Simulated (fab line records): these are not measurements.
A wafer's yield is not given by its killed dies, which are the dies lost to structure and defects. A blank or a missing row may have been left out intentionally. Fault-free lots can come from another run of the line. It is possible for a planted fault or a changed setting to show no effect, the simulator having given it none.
Chamber matching | flow gf180mcu | GF_V2_CVD_02 on pecvd-01: 3 sister chambers
The step deposits SiO2 from TEOS, target thk 850 nm, time 94.851 s. 16 wafers are shown with their chamber, then 8 later ones without.

== WAFERS, EACH WITH ITS CHAMBER ==
wafer  | chamber | heater_power_w (W)
L076.2 | 2       | 653
L076.3 | 0       | 694
L076.4 | 1       | 553
L078.3 | 2       | 542
L078.4 | 0       | 575
L078.5 | 2       | 594
L079.1 | 2       | 651
L079.4 | 2       | 517
L079.5 | 1       | 680
L083.1 | 0       | 614
L083.2 | 2       | 604
L083.6 | 1       | 638
L089.1 | 1       | 672
L089.2 | 2       | 561
L089.3 | 0       | 697
L089.4 | 1       | 552

SIGNATURES (averages over the wafers above)
reading        | chamber 0 | chamber 1 | chamber 2 | scatter within a chamber
heater_power_w | 645.00    | 619.00    | 588.86    | 57.6
Rule: a wafer's distance from a chamber is the root of the sum, over the readings, of the square of ((its reading less the chamber's mean) divided by the reading's scatter). If the next closest chamber is less than 2 further off than the closest, the wafer can't be placed; otherwise it belongs to the closest. The scatter: take each reading less its chamber's mean, square it, sum over the shown wafers, divide by the number of wafers less the number of chambers, and take the root.

== WAFERS WHOSE CHAMBER IS MISSING ==
wafer  | heater_power_w (W)
L089.5 | 625
L089.6 | 582
L094.1 | 662
L094.2 | 553
L094.5 | 692
L096.2 | 695
L096.3 | 616
L096.6 | 638

== EACH ONE'S CHAMBER ==
wafer  | from the rows above          | in truth
L089.5 | can't be placed: 1 or 0 or 2 | 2
L089.6 | can't be placed: 2 or 1 or 0 | 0
L094.1 | can't be placed: 0 or 1 or 2 | 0
L094.2 | can't be placed: 2 or 1 or 0 | 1
L094.5 | can't be placed: 0 or 1 or 2 | 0
L096.2 | can't be placed: 0 or 1 or 2 | 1
L096.3 | can't be placed: 1 or 2 or 0 | 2
L096.6 | can't be placed: 0 or 1 or 2 | 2
Placed correctly: 0 of 8. Unplaceable from these rows: 8, with the true chamber sitting among the candidates in 8. Placed wrongly: 0.
